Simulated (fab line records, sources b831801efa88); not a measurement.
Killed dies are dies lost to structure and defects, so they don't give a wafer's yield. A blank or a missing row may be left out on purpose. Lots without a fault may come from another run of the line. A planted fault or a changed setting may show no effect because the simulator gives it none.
Which tool did it? | flow gf180mcu | 12 lots, 36 wafers sampled, at 4 steps of a route of 602

WHAT THE GAUGES READ, wafer by wafer
GF_V3_OVL_MEAS_15.
lot  | measured     | on         | V3_OVL (nm)
L343 | day 22 10:20 | overlay-01 | 7 2 4
L344 | day 22 18:13 | overlay-01 | -7 -8 -9
L345 | day 23 05:37 | overlay-01 | -12 -21 -12
L346 | day 23 08:04 | overlay-01 | 3 -5 5
L347 | day 23 20:46 | overlay-01 | -7 -3 -8
L348 | day 24 05:25 | overlay-02 | -9 -9 -14
L349 | day 24 13:16 | overlay-02 | -6 2 -5
L350 | day 24 20:59 | overlay-01 | -4 -2 -1
L353 | day 25 17:31 | overlay-01 | -12 -15 -15
L364 | day 29 01:47 | overlay-01 | 1 -5 -2
L365 | day 29 09:11 | overlay-02 | -6 -1 -3
L366 | day 29 16:51 | overlay-02 | -16 -12 -11

GF_V3_THK_MEAS_25: measures by xrf.
lot  | measured     | on            | V3_W_THK (nm)
L343 | day 22 11:22 | film_metro-01 | 345 343 338
L344 | day 22 19:17 | film_metro-03 | 351 342 349
L345 | day 23 06:40 | film_metro-03 | 351 346 350
L346 | day 23 09:10 | film_metro-02 | 342 339 347
L347 | day 23 21:49 | film_metro-03 | 345 345 348
L348 | day 24 06:27 | film_metro-03 | 335 337 332
L349 | day 24 14:19 | film_metro-01 | 343 346 342
L350 | day 24 22:01 | film_metro-03 | 344 340 338
L353 | day 25 18:53 | film_metro-03 | 345 346 346
L364 | day 29 02:57 | film_metro-02 | 331 331 331
L365 | day 29 10:34 | film_metro-01 | 347 348 341
L366 | day 29 17:57 | film_metro-01 | 338 339 331

GF_V4_CD_MEAS_14: target cd 260 nm.
lot  | measured     | on        | cd_nm (nm)
L343 | day 24 09:55 | cd_sem-01 | 261.4 259.8 261.4
L344 | day 24 18:24 | cd_sem-01 | 260.8 260.1 260.2
L345 | day 25 05:08 | cd_sem-01 | 261.1 259.1 259.6
L346 | day 25 07:08 | cd_sem-02 | 260.5 261.1 260.1
L347 | day 25 19:00 | cd_sem-02 | 261.1 260.8 260.9
L348 | day 26 02:57 | cd_sem-01 | 257.6 260.6 258.9
L349 | day 26 10:13 | cd_sem-02 | 260.5 259.9 260.2
L350 | day 26 18:08 | cd_sem-01 | 259.2 260.9 259.5
L353 | day 27 14:21 | cd_sem-02 | 259.1 259.1 258.0
L364 | day 30 18:08 | cd_sem-02 | 260.5 260.1 259.3
L365 | day 31 00:32 | cd_sem-02 | 259.2 258.8 259.8
L366 | day 31 07:46 | cd_sem-01 | 259.5 259.2 260.4

WHICH TOOL RAN EACH LOT (tool, then ch and the chambers of the sampled wafers, then the start)
lot  | GF_V4_CMP_04
L343 | cmp-02 ch 2,3, day 23 11:40
L344 | cmp-01 ch 1,3, day 23 19:45
L345 | cmp-02 ch 0,1, day 24 06:49
L346 | cmp-02 ch 2,3, day 24 08:57
L347 | cmp-01 ch 0,2,3, day 24 21:46
L348 | cmp-01 ch 0,3, day 25 05:47
L349 | cmp-01 ch 0,1,2, day 25 12:46
L350 | cmp-02 ch 0,3, day 25 20:49
L353 | cmp-01 ch 0,2,3, day 26 17:40
L364 | cmp-02 ch 0,3, day 29 23:32
L365 | cmp-01 ch 0,1, day 30 06:26
L366 | cmp-02 ch 2,3, day 30 14:19
- GF_V4_CMP_04: polishes SiO2.

WHAT THE TOOLS THEMSELVES READ (means of the sampled wafers that have a number; where no wafer has one, the mark that the record gives instead)
GF_V4_CMP_04.
lot  | tool   | motor_current_A (A) | platen_rpm (rpm) | slurry_flow_ml_min | time_to_endpoint_s (s)
L343 | cmp-02 | 12.2                | 59.99            | 149.9              | 82
L344 | cmp-01 | 13.2                | 60.00            | 149.6              | 82
L345 | cmp-02 | 12.4                | 60.02            | 150.1              | 85
L346 | cmp-02 | 12.3                | 60.00            | 149.6              | 85
L347 | cmp-01 | 11.3                | 60.05            | 150.0              | 82
L348 | cmp-01 | 11.8                | 60.00            | 150.1              | 83
L349 | cmp-01 | 11.8                | 60.00            | 150.0              | 82
L350 | cmp-02 | 13.4                | 59.99            | 150.3              | 90
L353 | cmp-01 | 11.8                | 60.00            | 149.9              | 56
L364 | cmp-02 | 13.0                | 59.97            | 150.3              | 80
L365 | cmp-01 | 12.9                | 59.98            | 149.3              | 78
L366 | cmp-02 | 12.7                | 59.95            | 150.6              | 72

THE ANSWER, worked out from the rows above alone
Rule: what is usual is taken from the lots themselves. Put in order of their means at a reading, lots are off if they are a third of the lots or fewer, leave a main group of 4 or more, and stand apart from it by a gap of 3 or more times the standard deviation of the main group's means; of several such gaps the widest counts. A main group whose means are all the same, to the digits that the tables above print for the reading, isn't used. A lot without any number at a reading at which 4 lots or more have one is off too. The other lots that the step has rows for count as sound. The gauges are gone through in route order, then the tools' own readings, and for those a lot's mean is taken as printed above. The first step at which some lot is off is used, and at that step the reading that is off furthest; a lot without a number counts as furthest.
Off: L353, at GF_V4_CMP_04 (time_to_endpoint_s). The main group: mean 82 s, standard deviation 4.3.
A tool fits if, at that step or a process step before it, it ran every lot that is off, and no sound lot after the first of them. None of those tried fits.

WHAT THE SIMULATOR HAD PUT IN
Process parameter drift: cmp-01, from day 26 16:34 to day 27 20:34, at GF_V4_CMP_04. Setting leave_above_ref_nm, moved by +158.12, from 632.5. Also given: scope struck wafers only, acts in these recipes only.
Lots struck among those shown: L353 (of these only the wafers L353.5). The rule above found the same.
